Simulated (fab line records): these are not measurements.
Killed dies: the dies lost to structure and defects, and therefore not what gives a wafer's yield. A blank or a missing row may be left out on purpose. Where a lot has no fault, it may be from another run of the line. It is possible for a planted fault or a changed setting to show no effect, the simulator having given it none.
Which of the tools did it? :: flow sky130 :: 33 wafers from 11 lots sampled at 3 of the route's 708 steps

## WHAT EACH GAUGE READ, for each wafer
SKY_METAL1_RS_MEAS_05: the measuring method here is four-point-probe.
lot: L790
measured: day 31 06:50
on: filmMetro-04
METAL1_ALCU_RS (ohm/sq): 0.1347 0.1331 0.1320

lot: L792
measured: day 32 04:52
on: filmMetro-03
METAL1_ALCU_RS (ohm/sq): 0.1279 0.1289 0.1304

lot: L793
measured: day 32 12:15
on: filmMetro-03
METAL1_ALCU_RS (ohm/sq): 0.1304 0.1315 0.1321

lot: L796
measured: day 33 13:34
on: filmMetro-03
METAL1_ALCU_RS (ohm/sq): 0.1297 0.1301 0.1320

lot: L800
measured: day 34 21:19
on: filmMetro-01
METAL1_ALCU_RS (ohm/sq): 0.1377 0.1338 0.1370

lot: L805
measured: day 36 11:33
on: filmMetro-04
METAL1_ALCU_RS (ohm/sq): 0.1293 0.1298 0.1308

lot: L806
measured: day 37 10:08
on: filmMetro-04
METAL1_ALCU_RS (ohm/sq): 0.1329 0.1333 0.1310

lot: L807
measured: day 38 14:26
on: filmMetro-01
METAL1_ALCU_RS (ohm/sq): 0.1320 0.1343 0.1333

lot: L809
measured: day 38 15:31
on: filmMetro-01
METAL1_ALCU_RS (ohm/sq): 0.1327 0.1324 0.1342

lot: L811
measured: day 38 15:52
on: filmMetro-01
METAL1_ALCU_RS (ohm/sq): 0.1330 0.1301 0.1320

lot: L812
measured: day 38 21:08
on: filmMetro-01
METAL1_ALCU_RS (ohm/sq): 0.1322 0.1324 0.1345

## TOOL THAT RAN EACH LOT (tool first, then ch and the chambers of the sampled wafers, then the start)
lot: L790
SKY_CONTACT_ETCH_17: rieDiel-04 ch 1,2, day 31 05:19
SKY_CONTACT_STRIP_19: plasmaAsher-04 ch 0,1, day 31 05:25

lot: L792
SKY_CONTACT_ETCH_17: rieDiel-01 ch 1,2,3, day 32 03:22
SKY_CONTACT_STRIP_19: plasmaAsher-01 ch 0,1, day 32 03:28

lot: L793
SKY_CONTACT_ETCH_17: rieDiel-04 ch 0,1,3, day 32 10:44
SKY_CONTACT_STRIP_19: plasmaAsher-03 ch 0,1, day 32 10:49

lot: L796
SKY_CONTACT_ETCH_17: rieDiel-04 ch 0,1,2, day 33 12:05
SKY_CONTACT_STRIP_19: plasmaAsher-03 ch 0,1, day 33 12:10

lot: L800
SKY_CONTACT_ETCH_17: rieDiel-01 ch 1,2,3, day 34 19:50
SKY_CONTACT_STRIP_19: plasmaAsher-03 ch 0,1, day 34 19:55

lot: L805
SKY_CONTACT_ETCH_17: rieDiel-04 ch 0,1,3, day 36 10:01
SKY_CONTACT_STRIP_19: plasmaAsher-04 ch 0,1, day 36 10:06

lot: L806
SKY_CONTACT_ETCH_17: rieDiel-02 ch 1,2,3, day 37 08:37
SKY_CONTACT_STRIP_19: plasmaAsher-03 ch 0,1, day 37 08:43

lot: L807
SKY_CONTACT_ETCH_17: rieDiel-04 ch 0,1, day 38 12:37
SKY_CONTACT_STRIP_19: plasmaAsher-01 ch 0,1, day 38 12:42

lot: L809
SKY_CONTACT_ETCH_17: rieDiel-02 ch 1,2, day 38 13:32
SKY_CONTACT_STRIP_19: plasmaAsher-03 ch 0, day 38 13:41

lot: L811
SKY_CONTACT_ETCH_17: rieDiel-02 ch 1,2,3, day 38 14:14
SKY_CONTACT_STRIP_19: plasmaAsher-04 ch 0,1, day 38 14:21

lot: L812
SKY_CONTACT_ETCH_17: rieDiel-02 ch 1,2,3, day 38 19:37
SKY_CONTACT_STRIP_19: plasmaAsher-01 ch 0,1, day 38 19:42
- SKY_CONTACT_ETCH_17: etches SiO2 in C4F8/O2/Ar, stops on Si3N4, target depth 340 nm.
- SKY_CONTACT_STRIP_19: strips in O2/N2.

## AS READ BY THE TOOLS THEMSELVES (means over the sampled wafers that have a number; for cases with no such wafer, the mark the record gives instead)
SKY_CONTACT_ETCH_17.
lot: L790
tool: rieDiel-04
oesProductAu (a.u.): 0.889

lot: L792
tool: rieDiel-01
oesProductAu (a.u.): 0.898

lot: L793
tool: rieDiel-04
oesProductAu (a.u.): 0.892

lot: L796
tool: rieDiel-04
oesProductAu (a.u.): 0.893

lot: L800
tool: rieDiel-01
oesProductAu (a.u.): 0.889

lot: L805
tool: rieDiel-04
oesProductAu (a.u.): 0.891

lot: L806
tool: rieDiel-02
oesProductAu (a.u.): 0.896

lot: L807
tool: rieDiel-04
oesProductAu (a.u.): 0.894

lot: L809
tool: rieDiel-02
oesProductAu (a.u.): 0.888

lot: L811
tool: rieDiel-02
oesProductAu (a.u.): 0.887

lot: L812
tool: rieDiel-02
oesProductAu (a.u.): 0.891

SKY_CONTACT_STRIP_19.
lot: L790
tool: plasmaAsher-04
drypumpMotorCurrentA (A): 5.4
o2FlowSccm (sccm): 2998
oesProductAu (a.u.): 0.380
stripTimeToEndpointS (s): 3.62

lot: L792
tool: plasmaAsher-01
drypumpMotorCurrentA (A): 5.4
o2FlowSccm (sccm): 3002
oesProductAu (a.u.): 0.378
stripTimeToEndpointS (s): 3.60

lot: L793
tool: plasmaAsher-03
drypumpMotorCurrentA (A): 5.8
o2FlowSccm (sccm): 2996
oesProductAu (a.u.): 0.382
stripTimeToEndpointS (s): 3.64

lot: L796
tool: plasmaAsher-03
drypumpMotorCurrentA (A): 5.9
o2FlowSccm (sccm): 3003
oesProductAu (a.u.): 0.378
stripTimeToEndpointS (s): 3.59

lot: L800
tool: plasmaAsher-03
drypumpMotorCurrentA (A): 5.8
o2FlowSccm (sccm): 3007
oesProductAu (a.u.): 0.381
stripTimeToEndpointS (s): 3.59

lot: L805
tool: plasmaAsher-04
drypumpMotorCurrentA (A): 5.3
o2FlowSccm (sccm): 2999
oesProductAu (a.u.): 0.378
stripTimeToEndpointS (s): 3.63

lot: L806
tool: plasmaAsher-03
drypumpMotorCurrentA (A): 5.8
o2FlowSccm (sccm): 2996
oesProductAu (a.u.): 0.380
stripTimeToEndpointS (s): 3.60

lot: L807
tool: plasmaAsher-01
drypumpMotorCurrentA (A): 5.1
o2FlowSccm (sccm): 3002
oesProductAu (a.u.): 0.378
stripTimeToEndpointS (s): 3.58

lot: L809
tool: plasmaAsher-03
drypumpMotorCurrentA (A): 5.8
o2FlowSccm (sccm): 3007
oesProductAu (a.u.): 0.378
stripTimeToEndpointS (s): 3.63

lot: L811
tool: plasmaAsher-04
drypumpMotorCurrentA (A): 5.4
o2FlowSccm (sccm): 2996
oesProductAu (a.u.): 0.383
stripTimeToEndpointS (s): 3.63

lot: L812
tool: plasmaAsher-01
drypumpMotorCurrentA (A): 5.1
o2FlowSccm (sccm): 3002
oesProductAu (a.u.): 0.383
stripTimeToEndpointS (s): 3.61

## THE ANSWER, worked out from the rows above alone
Rule: the lots themselves supply what counts as usual. Put in order of their means at a reading, lots are off if they are a third of the lots or fewer, leave a main group of 4 or more, and stand apart from it by a gap of 3 or more times the standard deviation of the main group's means; of several such gaps the widest counts. Not used: any main group whose means are identical at the precision the tables above print for the reading. A lot without any number at a reading at which 4 lots or more have one is off too. Where the step has rows for the other lots, those lots are counted as sound. The gauges are gone through in route order, then the tools' own readings, and for those a lot's mean is taken as printed above. The first step at which some lot is off is used, and at that step the reading that is off furthest; a lot without a number counts as furthest.
No lot is off at any reading shown: from this, nothing can be told.

## WHAT THE SIMULATOR HAD INSERTED
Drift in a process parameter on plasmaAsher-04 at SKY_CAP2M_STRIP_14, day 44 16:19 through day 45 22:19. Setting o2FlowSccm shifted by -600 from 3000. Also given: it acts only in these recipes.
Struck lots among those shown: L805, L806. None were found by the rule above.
